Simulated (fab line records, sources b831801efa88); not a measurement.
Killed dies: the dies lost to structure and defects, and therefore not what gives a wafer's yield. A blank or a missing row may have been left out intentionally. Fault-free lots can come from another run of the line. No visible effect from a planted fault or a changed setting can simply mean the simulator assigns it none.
fab line records ; flow sky130 ; part 2 of 2: steps 29 to 39 of 39
record: lots: 5; wafers: 15; last_day: 50
route steps=708 shown VT_ADJUST_LVTN@115 VT_ADJUST_NCORE@119 VT_ADJUST_HVTR@131 VT_ADJUST_PCH@143
lots with no fault: from the same line, run without faults
start_h: the number of hours between the record's first day and the start of the first shown wafer of the lot ; wait_h: how many hours have passed since the lot's step before this one ; " repeats the value in the row above ; L1.1+2: one row covering several wafers at once ; - no value present, or no start provided ; * or withheld: withheld ; < > ~ a bound
route shown NAME@n: names a module that has steps shown in the file, with the first one's number in the route ; usual: mean and standard deviation over wafers with no fault ; same: alike in all rows ; chamber/n: place in a boat ; sites: per-site readings ; _std_site: how widely they spread, as a standard deviation ; _edge_site: outer sites' mean less inner sites' ; radius_mm: how far each site lies from the wafer's centre ; mask NAME#n: copy n ; behind: the tool/chamber that last shaped the wafer ; hold: reason for holding the lot/hours on hold/outcome of the hold ; device: whichever transistor did not switch (one of n, p or np) ; end of line: the same wafers' tests at the end of the route ; step lacking rows: just its recipe ; killed: at the first sort, the dies lost to defects and structure; wafer yield is something else ; map: the dies of a wafer, with x for killed, . for not killed, _ for no die there
set.NAME: the setting as run; set.NAME@STEP: as run at that earlier step ; model.NAME: the simulator's own value behind a step, which no gauge read
lots at selected steps of the route; one table per step, one row per wafer
services: a tool's chamber out of use, with start hour (start_h, from the record's first day; less than 0 if before it), hours out, and reason
== steps ==
step: SKY_VT_ADJUST_PCH_DEHYDRATE_00
recipe: temp_c: 200; time_s: 60
usual: plate_temp_C: 199.97/0.16
lot.wafer;tool;chamber;start_h;wait_h;plate_temp_C
L075.1;litho_track-01;0;220.08;9.9;199.92
L075.5;litho_track-01;0;220.08;9.9;200.07
L075.6;litho_track-01;0;220.08;9.9;199.94
L080.1;litho_track-03;0;256.09;11.7;199.98
L080.2;litho_track-03;0;256.09;11.7;199.74
L080.6;litho_track-03;0;256.09;11.7;200.02
L088.3;litho_track-01;0;317.58;12.5;199.97
L088.4;litho_track-01;0;317.58;12.5;199.74
L088.5;litho_track-01;0;317.58;12.5;200.05
L094.3;litho_track-03;0;362.19;13.1;200.12
L094.4;litho_track-03;0;362.19;13.1;199.95
L094.6;litho_track-03;0;362.19;13.1;199.91
L096.1;litho_track-01;0;385.13;14.0;199.99
L096.4;litho_track-01;0;385.13;14.0;199.80
L096.6;litho_track-01;0;385.13;14.0;199.99
step: SKY_VT_ADJUST_PCH_HMDS_01
recipe: prime_time_s: 60; prime_temp_c: 120
usual: prime_temp_c: 119.99/0.14
lot.wafer;tool;chamber;start_h;wait_h;prime_temp_c
L075.1;litho_track-01;0;220.23;0.1;119.99
L075.5;litho_track-01;0;220.23;0.1;120.09
L075.6;litho_track-01;0;220.23;0.1;120.09
L080.1;litho_track-03;0;256.24;0.1;119.81
L080.2;litho_track-03;0;256.24;0.1;119.86
L080.6;litho_track-03;0;256.24;0.1;119.94
L088.3;litho_track-01;0;317.73;0.1;120.16
L088.4;litho_track-01;0;317.73;0.1;120.07
L088.5;litho_track-01;0;317.73;0.1;120.10
L094.3;litho_track-03;0;362.34;0.1;119.90
L094.4;litho_track-03;0;362.34;0.1;119.85
L094.6;litho_track-03;0;362.34;0.1;119.94
L096.1;litho_track-01;0;385.28;0.1;119.96
L096.4;litho_track-01;0;385.28;0.1;120.06
L096.6;litho_track-01;0;385.28;0.1;120.16
step: SKY_VT_ADJUST_PCH_COAT_02
recipe: spin_rpm: 2000; resist_thk_nm: 3000
lot.wafer;tool;chamber;start_h;wait_h
L075.1+5+6;litho_track-01;0;220.38;0.1
L080.1+2+6;litho_track-03;0;256.39;0.1
L088.3+4+5;litho_track-01;0;317.88;0.1
L094.3+4+6;litho_track-03;0;362.49;0.1
L096.1+4+6;litho_track-01;0;385.43;0.1
step: SKY_VT_ADJUST_PCH_SOFTBAKE_03
recipe: temp_c: 110; time_s: withheld
usual: plate_temp_C: 109.98/0.12
lot.wafer;tool;chamber;start_h;wait_h;plate_temp_C
L075.1;litho_track-01;0;220.53;0.1;110.07
L075.5;litho_track-01;0;220.53;0.1;109.86
L075.6;litho_track-01;0;220.53;0.1;110.05
L080.1;litho_track-03;0;256.54;0.1;109.90
L080.2;litho_track-03;0;256.54;0.1;109.98
L080.6;litho_track-03;0;256.54;0.1;109.79
L088.3;litho_track-01;0;318.04;0.1;110.10
L088.4;litho_track-01;0;318.04;0.1;109.84
L088.5;litho_track-01;0;318.04;0.1;110.02
L094.3;litho_track-03;0;362.65;0.1;110.05
L094.4;litho_track-03;0;362.65;0.1;109.89
L094.6;litho_track-03;0;362.65;0.1;109.90
L096.1;litho_track-01;0;385.58;0.1;110.05
L096.4;litho_track-01;0;385.58;0.1;110.00
L096.6;litho_track-01;0;385.58;0.1;109.98
step: SKY_VT_ADJUST_PCH_EXPOSE_04
recipe: mask_id: NWM; na: 0.6; source_shape: conventional; sigma_outer: 0.6; polarization: unpolarized; target_cd_nm: 840; dose_mj: 255
usual: focus_offset_nm: -0.1/0.58
lot.wafer;tool;chamber;start_h;wait_h;mask;focus_offset_nm
L075.1;iline_stepper-01;0;-;-;NWM#0;1.0
L075.5;iline_stepper-01;0;-;-;NWM#0;0.8
L075.6;iline_stepper-01;0;-;-;NWM#0;0.3
L080.1;iline_stepper-01;0;-;-;NWM#0;0.0
L080.2;iline_stepper-01;0;-;-;NWM#0;-0.7
L080.6;iline_stepper-01;0;-;-;NWM#0;-0.2
L088.3;iline_stepper-02;0;-;-;NWM#0;-0.1
L088.4;iline_stepper-02;0;-;-;NWM#0;0.1
L088.5;iline_stepper-02;0;-;-;NWM#0;-0.4
L094.3;iline_stepper-01;0;-;-;NWM#0;-1.1
L094.4;iline_stepper-01;0;-;-;NWM#0;-0.8
L094.6;iline_stepper-01;0;-;-;NWM#0;-0.9
L096.1;iline_stepper-01;0;-;-;NWM#0;0.2
L096.4;iline_stepper-01;0;-;-;NWM#0;-0.6
L096.6;iline_stepper-01;0;-;-;NWM#0;0.6
step: SKY_VT_ADJUST_PCH_PEB_05
recipe: temp_c: 115; time_s: withheld
usual: plate_temp_C: 115.02/0.14
lot.wafer;tool;chamber;start_h;wait_h;plate_temp_C
L075.1;litho_track-03;0;-;-;115.06
L075.5;litho_track-03;0;-;-;115.16
L075.6;litho_track-03;0;-;-;114.90
L080.1;litho_track-01;0;-;-;115.09
L080.2;litho_track-01;0;-;-;115.11
L080.6;litho_track-01;0;-;-;115.04
L088.3;litho_track-01;0;-;-;114.80
L088.4;litho_track-01;0;-;-;114.93
L088.5;litho_track-01;0;-;-;114.81
L094.3;litho_track-02;0;-;-;114.83
L094.4;litho_track-02;0;-;-;115.03
L094.6;litho_track-02;0;-;-;115.13
L096.1;litho_track-02;0;-;-;115.03
L096.4;litho_track-02;0;-;-;115.04
L096.6;litho_track-02;0;-;-;114.99
step: SKY_VT_ADJUST_PCH_DEVELOP_06
recipe: wall_angle_deg: 90; developer: TMAH; develop_time_s: 60; dev_temp_c: 23
lot.wafer;tool;chamber;start_h;wait_h
L075.1+5+6;litho_track-03;0;-;-
L080.1+2+6;litho_track-01;0;-;-
L088.3+4+5;litho_track-01;0;-;-
L094.3+4+6;litho_track-02;0;-;-
L096.1+4+6;litho_track-02;0;-;-
step: SKY_VT_ADJUST_PCH_OVL_MEAS_07
usual: VT_ADJUST_PCH_OVL: 0.8/1.3
lot.wafer;tool;chamber;start_h;wait_h;VT_ADJUST_PCH_OVL[nm]
L075.1;overlay-02;-;230.89;-;0.7
L075.5;overlay-02;-;230.89;-;3.3
L075.6;overlay-02;-;230.89;-;1.7
L080.1;overlay-02;-;268.33;-;1.1
L080.2;overlay-02;-;268.33;-;1.1
L080.6;overlay-02;-;268.33;-;2.0
L088.3;overlay-01;-;331.09;-;0.1
L088.4;overlay-01;-;331.09;-;-0.1
L088.5;overlay-01;-;331.09;-;0.7
L094.3;overlay-01;-;376.50;-;0.5
L094.4;overlay-01;-;376.50;-;0.3
L094.6;overlay-01;-;376.50;-;1.1
L096.1;overlay-01;-;399.64;-;0.6
L096.4;overlay-01;-;399.64;-;1.0
L096.6;overlay-01;-;399.64;-;0.3
step: SKY_VT_ADJUST_PCH_IMPLANT_08
recipe: species: B; energy_kev: 10; dose_cm2: 5e+11; tilt_deg: withheld
lot.wafer;tool;chamber;start_h;wait_h
L075.1+5+6;implanter-02;0;230.92;0.0
L080.1+2+6;implanter-04;0;268.36;0.0
L088.3+4+5;implanter-04;0;331.16;0.1
L094.3+4+6;implanter-04;0;376.57;0.1
L096.1+4+6;implanter-03;0;399.67;0.0
step: SKY_VT_ADJUST_PCH_STRIP_09
recipe: chemistry: O2/N2; power_w: 1400; pressure_mtorr: 1500; platen_temp_c: withheld; o2_flow_sccm: 3000; n2_flow_sccm: 300; overash_fraction: 0.5
usual: drypump_motor_current_A: 5.9/0.5; oes_product_au: 0.722/0.0045; strip_time_to_endpoint_s: 36.85/0.1
lot.wafer;tool;chamber;start_h;wait_h;drypump_motor_current_A;oes_product_au;rf_hours_counter_h;strip_time_to_endpoint_s
L075.1;plasma_asher-04;0;231.07;0.1;6.3;0.727;55;36.82
L075.5;plasma_asher-04;0;231.07;0.1;6.3;0.722;-;36.88
L075.6;plasma_asher-04;1;231.07;0.1;6.7;0.715;-;36.83
L080.1;plasma_asher-03;1;268.51;0.1;6.3;0.719;47;36.98
L080.2;plasma_asher-03;0;268.51;0.1;5.2;0.724;47;36.86
L080.6;plasma_asher-03;0;268.51;0.1;5.2;0.723;-;36.85
L088.3;plasma_asher-02;0;331.29;0.1;5.6;0.722;-;36.74
L088.4;plasma_asher-02;1;331.29;0.1;5.9;0.716;-;36.79
L088.5;plasma_asher-02;0;331.29;0.1;5.5;0.726;-;36.71
L094.3;plasma_asher-04;1;376.71;0.1;6.7;0.726;-;36.93
L094.4;plasma_asher-04;0;376.71;0.1;6.2;0.714;-;36.78
L094.6;plasma_asher-04;0;376.71;0.1;6.2;0.722;-;36.82
L096.1;plasma_asher-03;0;399.82;0.1;5.2;0.723;59;36.84
L096.4;plasma_asher-03;1;399.82;0.1;6.3;0.728;-;36.81
L096.6;plasma_asher-03;0;399.82;0.1;5.2;0.719;-;36.87
step: SKY_VT_ADJUST_PCH_TW_MEAS_10
usual: VT_ADJUST_PCH_TW: 143.1/0.61
lot.wafer;tool;chamber;start_h;wait_h;VT_ADJUST_PCH_TW
L075.1;film_metro-03;-;231.17;0.1;142.3
L075.5;film_metro-03;-;231.17;0.1;142.5
L075.6;film_metro-03;-;231.17;0.1;142.3
L080.1;film_metro-02;-;268.61;0.1;142.9
L080.2;film_metro-02;-;268.61;0.1;143.4
L080.6;film_metro-02;-;268.61;0.1;144.4
L088.3;film_metro-02;-;331.38;0.1;143.8
L088.4;film_metro-02;-;331.38;0.1;143.4
L088.5;film_metro-02;-;331.38;0.1;142.7
L094.3;film_metro-01;-;376.79;0.1;143.6
L094.4;film_metro-01;-;376.79;0.1;142.8
L094.6;film_metro-01;-;376.79;0.1;143.5
L096.1;film_metro-03;-;399.92;0.1;143.4
L096.4;film_metro-03;-;399.92;0.1;143.6
L096.6;film_metro-03;-;399.92;0.1;143.8
== services ==
tool;chamber;start_h;hours;kind
plasma_asher-01;-;144.53;1.3;repair
iline_stepper-01;-;154.93;1.7;pm
implanter-03;-;166.84;2.1;repair
plasma_asher-03;-;179.08;1.6;repair
iline_stepper-02;-;189.29;1.7;pm
implanter-03;-;190.77;5.8;pm
plasma_asher-04;-;219.28;1.8;repair
implanter-01;-;233.90;2.8;pm
implanter-04;-;241.78;3.6;repair
implanter-02;-;245.02;18.9;repair
iline_stepper-02;-;258.64;0.8;repair
plasma_asher-04;-;258.83;0.8;repair
plasma_asher-03;-;285.98;6.6;repair
implanter-01;-;287.78;6.2;repair
implanter-02;-;332.34;5.2;pm
implanter-01;-;336.88;0.9;repair
plasma_asher-03;-;352.82;8.9;repair
implanter-01;-;357.57;1.5;repair
implanter-03;-;364.07;10.3;pm
plasma_asher-03;-;364.48;7.3;repair
implanter-04;-;365.92;3.6;pm
iline_stepper-01;-;373.12;1.7;pm
implanter-01;-;381.44;1.0;repair
plasma_asher-04;-;384.16;4.2;repair
